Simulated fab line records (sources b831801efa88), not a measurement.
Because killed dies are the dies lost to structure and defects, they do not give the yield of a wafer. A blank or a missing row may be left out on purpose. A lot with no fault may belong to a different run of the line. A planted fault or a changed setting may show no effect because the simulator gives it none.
fab line records	flow sky130
record: lots: 4	wafers: 12	last-day: 50
route steps=708 shown SD_N@351 SALICIDE@361 LI_CONTACT@362 LOCAL_INTERCONNECT@387 PAD_OPEN@708
lots with no fault: from the same line, run without faults
start-h: start of the lot's first displayed wafer, in hours after the record's first day	wait-h: how many hours have passed since the lot's step before this one	" repeats the value in the row above	L1.1+2: one row covering several wafers at once	- no value, or no start given	* or withheld: withheld	< > ~ a bound
route shown NAME@n: a module of which the file shows steps, and the number in the route of the first	usual: average and standard deviation across the fault-free wafers	same: alike in all rows	chamber/n: place in a boat	sites: each site's reading	_std_site: how widely they spread, as a standard deviation	_edge_site: mean of outer sites minus mean of inner sites	radius-mm: for every site, how far away it sits from the centre of the wafer	mask NAME#n: copy n	behind: the last tool/chamber to shape the wafer	hold: why the lot was held/for how many hours/how that ended	device: transistor that didn't switch, given as n, p or np	end of line: the tests these same wafers got at the end of their route	where a step has no rows: the recipe by itself	killed: at the first sort, the dies lost to defects and structure; wafer yield is something else	map: a wafer's dies, x killed, . not, _ none there
set.NAME: the setting the step ran with; set.NAME@STEP: the setting that earlier step ran with	model.NAME: the simulator's own value behind a step, which no gauge read
a table for each step, a row for each wafer; lots at some steps of the route
services: from which hour (start-h, from the record's first day; less than 0 if before it) a tool's chamber was out of use, for how many hours, and why
== steps ==
step: SKY_SD_N_IMPLANT_09
recipe: species: As	energy-kev: 50	dose-cm2: 4e+15	tilt-deg: 0
step: SKY_SD_N_IMPLANT_10
recipe: species: P	energy-kev: 20	dose-cm2: 1e+14	tilt-deg: 0
step: SKY_SD_N_STRIP_11
recipe: chemistry: O2/N2	power-w: 1400	pressure-mtorr: 1500	platen-temp-c: withheld	o2-flow-sccm: 3000	n2-flow-sccm: 300	overash-fraction: 0.5
step: SKY_SD_N_CLEAN_13
recipe: chemistry: SC1/SC2	mix: 1:4:20	temp-c: 70	time-s: 150	dry: n2-spin
step: SKY_SD_N_RTA_14
recipe: temp-c: 1075	time-s: 2	idle-temp-c: 650	ramp-up-c-per-s: 150	ramp-down-c-per-s: 90	ambient: N2
step: SKY_SALICIDE_CLEAN_00
recipe: chemistry: HF-last	time-s: 30	dilution: 100:1	dry: ipa-marangoni
step: SKY_LI_CONTACT_HDPCVD_00
recipe: material: PSG	target-thk-nm: 930	sigma-open-frac: 0.3	time-s: 155	temp-c: 600	sih4-flow-sccm: 60	pressure-mtorr: 6
usual: sih4-flow-sccm: 60.02/0.16
lot.wafer	tool	chamber	start-h	wait-h	sih4-flow-sccm
L525.1	hdpcvd-02	1	639.43	0.0	59.97
L525.4	"	0	"	"	59.95
L525.6	"	1	"	"	60.31
L533.4	hdpcvd-02	2	708.43	0.1	60.05
L533.5	"	0	"	"	59.90
L533.6	"	1	"	"	60.28
L534.2	hdpcvd-02	1	721.24	0.0	59.93
L534.3	"	2	"	"	59.92
L534.6	"	2	"	"	59.87
L548.1	hdpcvd-01	2	827.78	0.0	60.10
L548.4	"	0	"	"	59.83
L548.6	"	1	"	"	60.07
step: SKY_LI_CONTACT_CMP_02
recipe: material: PSG	down-force-psi: 4	platen-rpm: 60	pad-velocity-m-s: 0.94248
step: SKY_LI_CONTACT_DEHYDRATE_04
recipe: temp-c: 200	time-s: 60
step: SKY_LI_CONTACT_HMDS_05
recipe: prime-time-s: 60	prime-temp-c: 120
step: SKY_LI_CONTACT_COAT_06
recipe: resist: BARC	temp-c: withheld	time-s: withheld	spin-rpm: 3000	resist-thk-nm: 60
step: SKY_LI_CONTACT_COAT_07
recipe: resist: KrF-thick	spin-rpm: 3000	resist-thk-nm: 450
step: SKY_LI_CONTACT_SOFTBAKE_08
recipe: temp-c: 100	time-s: 90	resist: KrF-thick
step: SKY_LI_CONTACT_EXPOSE_09
recipe: mask-id: LICM1	na: 0.8	source-shape: annular	sigma-inner: 0.55	sigma-outer: 0.85	target-cd-nm: 170	dose-mj: 38
step: SKY_LI_CONTACT_PEB_10
recipe: peb-temp-c: withheld	peb-time-s: withheld	resist: KrF-thick
step: SKY_LI_CONTACT_DEVELOP_11
recipe: develop-time-s: 60	resist: KrF-thick	dev-temp-c: 21
step: SKY_LI_CONTACT_ETCH_14
recipe: chemistry: N2/H2	target: BARC	ion-energy-ev: 200	source-w: 500	bias-w: 100	pressure-mtorr: 30	n2-flow-sccm: 100	h2-flow-sccm: 200	stop-on: SiO2	time-s: 45.9	target-depth-a: 600
step: SKY_LI_CONTACT_ETCH_15
recipe: target: PSG	chemistry: C4F8/O2/Ar	stop-on: Si	taper-deg: 4.15	mask-material: KrF-thick	source-w: 1500	bias-w: 1200	pressure-mtorr: 40	c4f8-flow-sccm: withheld	O2_flow_sccm: 6	Ar_flow_sccm: 300	time-s: withheld	target-depth-a: 6000
step: SKY_LI_CONTACT_STRIP_16
recipe: chemistry: O2/N2	power-w: 1400	pressure-mtorr: 1500	platen-temp-c: withheld	o2-flow-sccm: 3000	n2-flow-sccm: 300	overash-fraction: 0.5
step: SKY_LI_CONTACT_CLEAN_17
recipe: chemistry: NMP	time-s: 600	temp-c: 60	dry: n2-spin
step: SKY_LI_CONTACT_PRE_CLEAN_18
recipe: gas: Ar	time-s: 5.6	bias-v: 358
step: SKY_LI_CONTACT_SPUTTER_19
recipe: material: Ti	target-thk-nm: 20	chamber-pressure-pa: 5	power-w: 2500	substrate-temp-c: 200	time-s: 106.37
step: SKY_LI_CONTACT_SPUTTER_20
recipe: material: TiN	target-thk-nm: 20	chamber-pressure-pa: 5	power-w: 4000	time-s: 80
step: SKY_LI_CONTACT_CVD_21
recipe: material: W	target-thk-nm: 400	time-s: 120.56	temp-c: 400	pressure-torr: 40
step: SKY_LI_CONTACT_CMP_24
recipe: stop-on: PSG	t-overpolish-s: 20	down-force-psi: 3.5	platen-rpm: 60	target-thk-nm: 0	pad-velocity-m-s: 0.94248
step: SKY_LOCAL_INTERCONNECT_SPUTTER_00
recipe: material: TiN	target-thk-nm: 100	temp-c: 300	power-w: 6500	time-s: 83.3	chamber-pressure-pa: 0.4
step: SKY_LOCAL_INTERCONNECT_DEHYDRATE_03
recipe: temp-c: 200	time-s: 60
step: SKY_LOCAL_INTERCONNECT_HMDS_04
recipe: prime-time-s: 60	prime-temp-c: 120
step: SKY_PAD_OPEN_PROBE_99
usual: killed_at_M0_to_M3: 43/6.6	killed_at_M4_up: 3.0/1.8	killed-at-contacts: 24/5.1	killed-at-front-end: 16/4.5	killed-dies: 86/9.3	killed-open: 47/6.9	killed-short: 39/6.6
same: gross-dies: 492	killed-at-back-side: 0	killed-at-other: 0
lot.wafer	tool	chamber	start-h	wait-h	killed_at_M0_to_M3	killed_at_M4_up	killed-at-contacts	killed-at-front-end	killed-dies	killed-open	killed-short
L525.1	prober-01	-	1069.08	0.1	52	3	22	12	89	51	35
L525.4	prober-01	-	1069.23	0.2	39	3	21	18	81	46	35
L525.6	prober-01	-	1069.33	0.2	47	6	28	14	95	47	48
L533.4	prober-02	-	1118.74	0.2	45	1	20	8	74	38	36
L533.5	prober-02	-	1118.79	0.2	52	8	25	17	102	53	49
L533.6	prober-02	-	1118.84	0.2	51	1	45	14	111	48	38
L534.2	prober-01	-	1127.01	0.1	43	4	50	7	104	46	32
L534.3	prober-01	-	1127.06	0.2	44	1	27	15	87	48	39
L534.6	prober-01	-	1127.21	0.2	49	2	26	9	86	44	42
L548.1	prober-02	-	1197.90	0.1	49	2	32	18	101	59	42
L548.4	prober-02	-	1198.05	0.2	45	3	28	16	92	38	53
L548.6	prober-02	-	1198.15	0.2	35	0	19	17	71	45	26
killed by level:class
L525.1 VIA1:geometric-particle:open=14 LI_CONTACT:geometric-particle:open=7 VIA3:geometric-particle:open=7 CONTACT:geometric-particle:open=6 VIA1:geometric-particle:short=6 METAL1:geometric-particle:short=4 POLY_GATE:geometric-particle:open=4 VIA2:geometric-particle:open=4
L525.4 VIA1:geometric-particle:open=16 FIELD_ISO:geometric-particle:open=7 CONTACT:geometric-particle:open=7 LI_CONTACT:geometric-particle:open=5 FIELD_ISO:geometric-particle:short=4 CONTACT:geometric-particle:short=4 VIA1:geometric-particle:short=4 POLY_GATE:geometric-particle:short=3
L525.6 VIA1:geometric-particle:open=14 CONTACT:geometric-particle:open=8 CONTACT:geometric-particle:short=8 FIELD_ISO:geometric-particle:short=7 LI_CONTACT:geometric-particle:open=7 METAL3:geometric-particle:short=6 VIA1:geometric-particle:short=6 VIA3:geometric-particle:open=6
L533.4 VIA1:geometric-particle:open=12 METAL2:geometric-particle:short=11 LI_CONTACT:geometric-particle:open=7 VIA2:geometric-particle:open=6 VIA3:geometric-particle:open=5 FIELD_ISO:geometric-particle:short=4 CONTACT:geometric-particle:open=4 LI_CONTACT:geometric-particle:short=3
L533.5 VIA1:geometric-particle:open=19 CONTACT:geometric-particle:open=8 VIA2:geometric-particle:short=7 CONTACT:geometric-particle:short=7 VIA3:geometric-particle:open=7 POLY_GATE:geometric-particle:short=5 METAL4:geometric-particle:short=5 METAL2:geometric-particle:short=5
L533.6 LI_CONTACT:unspecified=25 VIA1:geometric-particle:open=13 CONTACT:geometric-particle:open=8 METAL2:geometric-particle:short=8 VIA3:geometric-particle:open=7 VIA1:geometric-particle:short=5 FIELD_ISO:geometric-particle:short=4 POLY_GATE:geometric-particle:open=4
L534.2 LI_CONTACT:unspecified=26 VIA1:geometric-particle:open=11 CONTACT:geometric-particle:open=9 METAL1:geometric-particle:short=6 LI_CONTACT:geometric-particle:open=6 VIA1:geometric-particle:short=6 VIA2:geometric-particle:open=6 VIA3:geometric-particle:open=4
L534.3 VIA1:geometric-particle:open=13 CONTACT:geometric-particle:open=9 VIA3:geometric-particle:open=6 FIELD_ISO:geometric-particle:open=5 LI_CONTACT:geometric-particle:open=5 LOCAL_INTERCONNECT:geometric-particle:short=5 METAL1:geometric-particle:short=5 METAL2:geometric-particle:short=4
L534.6 VIA1:geometric-particle:open=10 VIA2:geometric-particle:open=9 LOCAL_INTERCONNECT:geometric-particle:short=7 METAL1:geometric-particle:short=7 LI_CONTACT:geometric-particle:open=6 CONTACT:geometric-particle:open=6 VIA3:geometric-particle:short=5 METAL2:geometric-particle:short=5
L548.1 VIA1:geometric-particle:open=16 LI_CONTACT:geometric-particle:open=12 CONTACT:geometric-particle:open=10 VIA2:geometric-particle:open=7 VIA1:geometric-particle:short=6 METAL1:geometric-particle:short=6 FIELD_ISO:geometric-particle:short=5 LOCAL_INTERCONNECT:geometric-particle:short=5
L548.4 METAL1:geometric-particle:short=12 CONTACT:geometric-particle:open=11 LI_CONTACT:geometric-particle:open=6 VIA2:geometric-particle:open=6 FIELD_ISO:geometric-particle:short=5 CONTACT:geometric-particle:short=5 VIA2:geometric-particle:short=5 FIELD_ISO:geometric-particle:open=4
L548.6 CONTACT:geometric-particle:open=7 POLY_GATE:geometric-particle:short=7 VIA1:geometric-particle:open=7 VIA2:geometric-particle:open=7 VIA3:geometric-particle:open=6 LI_CONTACT:geometric-particle:open=6 METAL2:geometric-particle:short=6 METAL1:geometric-particle:short=4
map L533.6 (x killed, . not)
__________......x..._________
________....xx........_______
______......x......xxx.._____
_____......x.....x...x...____
____....x.........x.....x.___
___.x........xxx.x.x....x..__
__...........x....x...x....._
_....x..................xx...
_.......x....x..x.xx.......x.
_x..x..x..x.x..x..x.....xx...
_........xx....x...xx.....xx.
_x.....x..x..........x.......
_xxx.x....xx.............x...
_x..x.............x..........
_xxxx.........x.......xx.....
__xxxxx..x.....x.....x......_
___xxxxxx.xx.xx.x.x....xx..__
____xxxx..x.........xxx..x___
_____xxx............x.x.x____
______x......x......x..._____
________x..x.........._______
__________.........._________
map L534.2 (x killed, . not)
__________..x..x..x._________
________.x.x.........._______
______x............x..x._____
_____...................x____
____...x.xx.....x.x.......___
___......xx.xx.....xx......__
__..xx......xx.x.x....x.x..._
_.........xx............x..x.
_........x..................x
_....................xx......
_..x..........x............xx
_.xx....x.....x......x....x.x
_..x......x...x.xx...xx.....x
_xxx.....xxx....x.....x......
_xxxxx.......................
__xxxxx.x...x............x.x_
___xxxxx....xx...x.........__
____xxx....x.........x....___
_____xxxxxx..............____
______x..x....x..x......_____
________.x..x.x....x.._______
__________.........._________
== services ==
tool	chamber	start-h	hours	kind
hdpcvd-01	-	622.96	0.8	pm
hdpcvd-01	-	650.75	15.0	pm
hdpcvd-01	0	650.75	15.0	vent-cycle
hdpcvd-01	1	650.75	15.0	vent-cycle
hdpcvd-01	2	650.75	15.0	vent-cycle
hdpcvd-01	0	665.75	-	clean
hdpcvd-01	1	665.75	-	clean
hdpcvd-01	2	665.75	-	clean
hdpcvd-01	1	730.53	9.6	repair
hdpcvd-02	2	754.83	13.1	repair
hdpcvd-01	-	764.70	2.8	pm
hdpcvd-02	-	808.72	1.3	repair
== key ==
first-sign: step: SKY_PAD_OPEN_PROBE_99	reading: killed-at-contacts	direction: up	sigmas: 4.7	usual: 24	struck: 48
effect none on later readings
met-at SKY_LI_CONTACT_HDPCVD_00
struck-wafers L533.6,L534.2
tester-left-out L533,L534
onset-between 639.43 708.43
fault: kind: chamber-particle-source	tool: hdpcvd-02	chamber: 1	onset-h: 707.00	steps: SKY_LI_CONTACT_HDPCVD_00	rate-per-visit-cm2: 1.5351	end-h: 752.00
tester-left-out: of these lots the tester's yield and bins aren't shown, on N5 and GAA mostly nor the transistor test; their killed dies are dies lost to structure and defects alone, not to doping, threshold or leakage, so they don't give the yield
